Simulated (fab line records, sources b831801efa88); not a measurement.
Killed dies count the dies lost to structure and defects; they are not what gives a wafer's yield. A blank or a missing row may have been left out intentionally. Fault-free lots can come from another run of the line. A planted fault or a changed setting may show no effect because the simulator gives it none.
The tool behind it: which one?	flow gf180mcu	Sampling: 24 lots, 72 wafers, 6 of 602 route steps

== WHAT EACH GAUGE READ, for each wafer ==
GF_TOP_METAL_RS_MEAS_05: the measuring method here is four-point-probe. Usual: TOP_METAL_ALCU_RS gives 0.0327 ohm/sq (standard deviation 0.00041).
lot	measured	on	TOP_METAL_ALCU_RS (ohm/sq)	flag
L074	day 27 04:23	film_metro-03	0.0333 0.0339 0.0330	
L075	day 27 12:43	film_metro-04	0.0323 0.0327 0.0323	
L076	day 27 22:10	film_metro-02	0.0329 0.0327 0.0329	
L077	day 27 23:44	film_metro-02	0.0332 0.0329 0.0331	
L078	day 28 11:37	film_metro-04	0.0324 0.0324 0.0325	
L079	day 28 21:49	film_metro-02	0.0321 0.0322 0.0321	
L080	day 29 02:34	film_metro-03	0.0329 0.0330 0.0332	
L081	day 29 07:57	film_metro-03	0.0325 0.0326 0.0321	
L082	day 29 17:42	film_metro-03	0.0329 0.0326 0.0329	
L083	day 30 01:36	film_metro-03	0.0324 0.0322 0.0323	
L084	day 30 07:12	film_metro-04	0.0335 0.0331 0.0330	
L086	day 30 19:50	film_metro-03	0.0322 0.0325 0.0325	
L085	day 30 21:41	film_metro-03	0.0334 0.0330 0.0332	
L087	day 31 06:28	film_metro-02	0.0330 0.0329 0.0330	
L088	day 31 11:52	film_metro-04	0.0331 0.0325 0.0327	
L089	day 32 00:02	film_metro-03	0.0324 0.0322 0.0325	
L090	day 32 08:04	film_metro-03	0.0324 0.0323 0.0323	
L091	day 32 13:20	film_metro-04	0.0326 0.0324 0.0322	
L092	day 32 14:31	film_metro-03	0.0318 0.0325 0.0325	
L093	day 32 16:21	film_metro-03	0.0331 0.0333 0.0333	
L094	day 32 23:35	film_metro-03	0.0330 0.0333 0.0334	
L095	day 33 04:30	film_metro-04	0.0329 0.0325 0.0332	
L096	day 33 12:58	film_metro-04	0.0328 0.0325 0.0322	
L097	day 33 15:29	film_metro-03	0.0328 0.0328 0.0327	

== WHICH TOOL RAN EACH LOT (tool, then ch and the chambers of the sampled wafers, then the start) ==
lot	GF_CONTACT_STRIP_18	GF_V1_SPUTTER_21	GF_M2_SPUTTER_03	GF_V3_CVD_02	GF_M4_METAL_ETCH_16
L074	plasma_asher-01 ch 0,1, day 16 02:28	pvd_sputter-03, day 18 02:22	pvd_sputter-01, day 18 03:13	pecvd-02 ch 0,1, day 21 06:21	rie_metal-04 ch 0,1, day 23 07:31
L075	plasma_asher-01 ch 1, day 16 08:58	pvd_sputter-03, day 18 11:11	pvd_sputter-04, day 18 12:02	pecvd-02 ch 1,2, day 21 17:18	rie_metal-03 ch 0,1, day 23 17:21
L076	plasma_asher-04 ch 0,1, day 16 19:52	pvd_sputter-02, day 18 21:52	pvd_sputter-03, day 18 22:43	pecvd-02 ch 0,1,2, day 22 03:14	rie_metal-03 ch 0,1, day 24 03:27
L077	plasma_asher-03 ch 0,1, day 16 21:42	pvd_sputter-01, day 19 00:05	pvd_sputter-03, day 19 00:56	pecvd-03 ch 0,2, day 22 05:33	rie_metal-01 ch 0,1, day 24 04:40
L078	plasma_asher-03 ch 0,1, day 17 09:41	pvd_sputter-03, day 19 13:55	pvd_sputter-01, day 19 14:46	pecvd-03 ch 0,1,2, day 22 18:44	rie_metal-04 ch 0,1, day 24 17:34
L079	plasma_asher-03 ch 0,1, day 18 00:31	pvd_sputter-03, day 20 04:30	pvd_sputter-01, day 20 05:22	pecvd-03 ch 0,2, day 23 07:26	rie_metal-03 ch 0,1, day 25 05:34
L080	plasma_asher-04 ch 0,1, day 18 08:20	pvd_sputter-02, day 20 11:29	pvd_sputter-04, day 20 12:20	pecvd-02 ch 0,1,2, day 23 13:42	rie_metal-03 ch 0, day 25 12:18
L081	plasma_asher-03 ch 0,1, day 18 14:34	pvd_sputter-03, day 20 17:41	pvd_sputter-04, day 20 18:32	pecvd-04 ch 0,2, day 23 20:16	rie_metal-03 ch 0,1, day 25 17:52
L082	plasma_asher-04 ch 0,1, day 19 02:08	pvd_sputter-03, day 21 05:52	pvd_sputter-04, day 21 06:43	pecvd-02 ch 1,2, day 24 07:10	rie_metal-04 ch 0,1, day 26 04:21
L083	plasma_asher-04 ch 0,1, day 19 12:02	pvd_sputter-03, day 21 15:11	pvd_sputter-04, day 21 16:02	pecvd-03 ch 0,2, day 24 16:16	rie_metal-01 ch 1, day 26 12:16
L084	plasma_asher-03 ch 0,1, day 19 19:23	pvd_sputter-02, day 21 22:38	pvd_sputter-04, day 21 23:29	pecvd-04 ch 0,1,2, day 24 23:24	rie_metal-04 ch 0,1, day 26 20:16
L086	plasma_asher-04 ch 0,1, day 20 12:21	pvd_sputter-03, day 22 15:10	pvd_sputter-01, day 22 16:01	pecvd-02 ch 0,1, day 25 14:05	rie_metal-04 ch 0,1, day 27 09:37
L085	plasma_asher-03 ch 0,1, day 20 13:32	pvd_sputter-03, day 22 16:38	pvd_sputter-04, day 22 17:29	pecvd-03 ch 1,2, day 25 15:17	rie_metal-03 ch 0,1, day 27 11:36
L087	plasma_asher-04 ch 1, day 20 23:44	pvd_sputter-02, day 23 02:10	pvd_sputter-01, day 23 03:02	pecvd-02 ch 0,1, day 26 00:46	rie_metal-03 ch 0,1, day 27 19:43
L088	plasma_asher-01 ch 0,1, day 21 09:00	pvd_sputter-03, day 23 11:16	pvd_sputter-01, day 23 12:07	pecvd-04 ch 0,2, day 26 09:37	rie_metal-03 ch 0,1, day 28 03:46
L089	plasma_asher-03 ch 0,1, day 22 00:41	pvd_sputter-02, day 24 00:56	pvd_sputter-04, day 24 01:48	pecvd-03 ch 0,2, day 26 22:08	rie_metal-03 ch 0,1, day 28 16:10
L090	plasma_asher-01 ch 1, day 22 10:41	pvd_sputter-02, day 24 11:41	pvd_sputter-04, day 24 12:32	pecvd-03 ch 0,1,2, day 27 07:17	rie_metal-04 ch 0,1, day 29 00:31
L091	plasma_asher-01 ch 0,1, day 22 20:46	pvd_sputter-02, day 24 21:17	pvd_sputter-01, day 24 22:22	pecvd-04 ch 1,2, day 27 15:35	rie_metal-03 ch 0,1, day 29 08:54
L092	plasma_asher-01 ch 0,1, day 22 21:17	pvd_sputter-03, day 24 22:14	pvd_sputter-04, day 24 23:05	pecvd-03 ch 0,1, day 27 16:49	rie_metal-04 ch 0,1, day 29 09:10
L093	plasma_asher-04 ch 0,1, day 22 23:17	pvd_sputter-02, day 24 23:32	pvd_sputter-01, day 25 00:23	pecvd-03 ch 1,2, day 27 18:04	rie_metal-01 ch 0,1, day 29 10:50
L094	plasma_asher-03 ch 0, day 23 08:56	pvd_sputter-01, day 25 09:31	pvd_sputter-04, day 25 10:22	pecvd-04 ch 0,2, day 28 03:42	rie_metal-04 ch 0, day 29 20:04
L095	plasma_asher-04 ch 0,1, day 23 17:05	pvd_sputter-02, day 25 15:30	pvd_sputter-03, day 25 16:22	pecvd-04 ch 0,1,2, day 28 10:20	rie_metal-01 ch 0,1, day 30 01:16
L096	plasma_asher-01 ch 0,1, day 24 03:41	pvd_sputter-02, day 26 02:11	pvd_sputter-03, day 26 03:02	pecvd-03 ch 0,2, day 28 20:02	rie_metal-04 ch 0,1, day 30 11:34
L097	plasma_asher-01 ch 0,1, day 24 07:32	pvd_sputter-01, day 26 05:38	pvd_sputter-03, day 26 06:29	pecvd-02 ch 1,2, day 28 22:35	rie_metal-01 ch 0,1, day 30 13:25
- GF_CONTACT_STRIP_18: strips in O2/N2.
- GF_V1_SPUTTER_21: material Ti, target thk 15 nm, time 80.02 s.
- GF_M2_SPUTTER_03: material Ti, target thk 10 nm, time 6.7 s.
- GF_V3_CVD_02: deposits SiO2 from TEOS, target thk 850 nm, time 94.851 s.
- GF_M4_METAL_ETCH_16: etches the open film in Cl2/BCl3, stops on SiO2, target depth 750.8 nm, time 125.1 s.

== WHAT THE TOOLS THEMSELVES READ (means of the sampled wafers that have a number; where no wafer has one, the mark that the record gives instead) ==
GF_CONTACT_STRIP_18. Usual: drypump_motor_current_A 6.00 A, standard deviation 0.26; heater_power_w 363 W, standard deviation 13; o2_flow_sccm 3001 sccm, standard deviation 9.1; oes_product_au 0.580 a.u., standard deviation 0.0059.
lot	tool	drypump_motor_current_A (A)	heater_power_w (W)	o2_flow_sccm (sccm)	oes_product_au (a.u.)	flag
L074	plasma_asher-01	6.07	368	2994	0.582	
L075	plasma_asher-01	6.29	362	3004	0.581	
L076	plasma_asher-04	5.76	371	3009	0.579	
L077	plasma_asher-03	6.07	358	3006	0.579	
L078	plasma_asher-03	6.10	354	3007	0.573	
L079	plasma_asher-03	5.92	354	3010	0.576	
L080	plasma_asher-04	5.95	376	3002	0.585	
L081	plasma_asher-03	5.90	352	3008	0.582	
L082	plasma_asher-04	5.96	378	2986	0.574	
L083	plasma_asher-04	5.95	380	3007	0.583	
L084	plasma_asher-03	5.92	358	3001	0.579	
L086	plasma_asher-04	5.95	375	2994	0.582	
L085	plasma_asher-03	6.08	356	2991	0.582	
L087	plasma_asher-04	5.58	364	2993	0.579	
L088	plasma_asher-01	6.17	354	2998	0.575	
L089	plasma_asher-03	6.10	355	3004	0.577	
L090	plasma_asher-01	6.30	351	3007	0.581	
L091	plasma_asher-01	6.07	358	2997	0.581	
L092	plasma_asher-01	6.08	362	2996	0.585	
L093	plasma_asher-04	5.94	371	3009	0.584	
L094	plasma_asher-03	5.71	356	3006	0.582	
L095	plasma_asher-04	5.77	369	3003	0.580	
L096	plasma_asher-01	6.17	354	3008	0.579	
L097	plasma_asher-01	6.09	359	3004	0.583	

GF_V1_SPUTTER_21. Usual: throttle_valve_pct at 30.3 %, with a standard deviation of 0.92.
lot	tool	throttle_valve_pct (%)	flag
L074	pvd_sputter-03	30.3	
L075	pvd_sputter-03	30.3	
L076	pvd_sputter-02	30.7	
L077	pvd_sputter-01	30.2	
L078	pvd_sputter-03	29.9	
L079	pvd_sputter-03	30.5	
L080	pvd_sputter-02	30.2	
L081	pvd_sputter-03	30.4	
L082	pvd_sputter-03	29.6	
L083	pvd_sputter-03	29.6	
L084	pvd_sputter-02	30.8	
L086	pvd_sputter-03	30.3	
L085	pvd_sputter-03	29.3	
L087	pvd_sputter-02	30.7	
L088	pvd_sputter-03	29.3	
L089	pvd_sputter-02	29.9	
L090	pvd_sputter-02	30.9	
L091	pvd_sputter-02	30.5	
L092	pvd_sputter-03	30.0	
L093	pvd_sputter-02	30.5	
L094	pvd_sputter-01	30.3	
L095	pvd_sputter-02	30.5	
L096	pvd_sputter-02	30.9	
L097	pvd_sputter-01	30.2	

GF_M2_SPUTTER_03. Usual: throttle_valve_pct at 30.3 %, with a standard deviation of 0.89.
lot	tool	throttle_valve_pct (%)	flag
L074	pvd_sputter-01	30.1	
L075	pvd_sputter-04	29.9	
L076	pvd_sputter-03	30.3	
L077	pvd_sputter-03	30.8	
L078	pvd_sputter-01	30.5	
L079	pvd_sputter-01	30.6	
L080	pvd_sputter-04	29.9	
L081	pvd_sputter-04	30.1	
L082	pvd_sputter-04	30.4	
L083	pvd_sputter-04	30.4	
L084	pvd_sputter-04	30.4	
L086	pvd_sputter-01	30.4	
L085	pvd_sputter-04	29.8	
L087	pvd_sputter-01	30.6	
L088	pvd_sputter-01	30.0	
L089	pvd_sputter-04	30.4	
L090	pvd_sputter-04	29.5	
L091	pvd_sputter-01	30.3	
L092	pvd_sputter-04	30.0	
L093	pvd_sputter-01	30.5	
L094	pvd_sputter-04	30.6	
L095	pvd_sputter-03	30.6	
L096	pvd_sputter-03	30.5	
L097	pvd_sputter-03	29.3	

GF_V3_CVD_02. Usual: heater_power_w at 677 W, with a standard deviation of 93.
lot	tool	heater_power_w (W)	flag
L074	pecvd-02	699	
L075	pecvd-02	642	
L076	pecvd-02	597	
L077	pecvd-03	697	
L078	pecvd-03	709	
L079	pecvd-03	685	
L080	pecvd-02	630	
L081	pecvd-04	836	
L082	pecvd-02	625	
L083	pecvd-03	703	
L084	pecvd-04	793	
L086	pecvd-02	647	
L085	pecvd-03	688	
L087	pecvd-02	678	
L088	pecvd-04	725	
L089	pecvd-03	702	
L090	pecvd-03	736	
L091	pecvd-04	727	
L092	pecvd-03	713	
L093	pecvd-03	653	
L094	pecvd-04	709	
L095	pecvd-04	750	
L096	pecvd-03	678	
L097	pecvd-02	686	

GF_M4_METAL_ETCH_16. Usual: bias_w 140.0 W, standard deviation 0.4; drypump_motor_current_A 5.9 A, standard deviation 0.52; mfc_cl2_sccm 79.99 sccm, standard deviation 0.23; oes_product_au 0.990 a.u., standard deviation 0.0063; throttle_valve_pct 28.230 %, standard deviation 0.011.
lot	tool	bias_w (W)	drypump_motor_current_A (A)	mfc_cl2_sccm (sccm)	oes_product_au (a.u.)	throttle_valve_pct (%)	flag
L074	rie_metal-04	139.5	5.6	79.77	0.990	28.226	
L075	rie_metal-03	140.3	6.4	80.15	0.994	28.230	
L076	rie_metal-03	139.9	6.1	80.08	0.983	28.233	
L077	rie_metal-01	140.1	5.4	80.05	0.993	28.230	
L078	rie_metal-04	139.9	5.9	79.87	0.991	28.231	
L079	rie_metal-03	140.2	6.1	79.86	0.984	28.247	
L080	rie_metal-03	140.2	5.8	80.15	0.990	28.236	
L081	rie_metal-03	140.1	6.1	80.15	0.992	28.226	
L082	rie_metal-04	140.1	5.6	79.84	0.991	28.232	
L083	rie_metal-01	140.4	5.2	79.83	0.995	28.219	
L084	rie_metal-04	140.3	5.9	79.90	0.993	28.227	
L086	rie_metal-04	139.7	5.6	79.97	0.992	28.221	
L085	rie_metal-03	140.1	6.4	79.95	0.988	28.234	
L087	rie_metal-03	140.1	6.4	80.30	0.987	28.218	
L088	rie_metal-03	140.1	6.1	79.94	0.988	28.226	
L089	rie_metal-03	140.1	6.1	79.87	0.983	28.237	
L090	rie_metal-04	140.0	5.9	79.97	0.984	28.240	
L091	rie_metal-03	139.9	6.1	80.08	0.986	28.237	
L092	rie_metal-04	139.9	5.6	79.95	0.995	28.235	
L093	rie_metal-01	139.8	5.4	79.84	0.996	28.227	
L094	rie_metal-04	140.4	6.2	80.23	0.987	28.220	
L095	rie_metal-01	140.5	5.4	80.04	0.999	28.230	
L096	rie_metal-04	139.9	5.6	79.92	0.988	28.236	
L097	rie_metal-01	139.8	5.4	79.85	0.996	28.223	

== THE ANSWER, worked out from the rows above alone ==
Rule: a lot is off if the mean of its wafers that have a number lies more than 3 standard deviations from the usual mean. A lot without any number at a reading at which 4 lots or more have one is off too. The other lots that the step has rows for count as sound. The gauges are gone through in route order, then the tools' own readings, and for those a lot's mean is taken as printed above. At the first step where some lot is off, the reading lying furthest off is the one used; lots without a number count as furthest.
No lot is off on any of the readings shown, so nothing can be concluded from this.

== WHAT THE SIMULATOR HAD PUT IN ==
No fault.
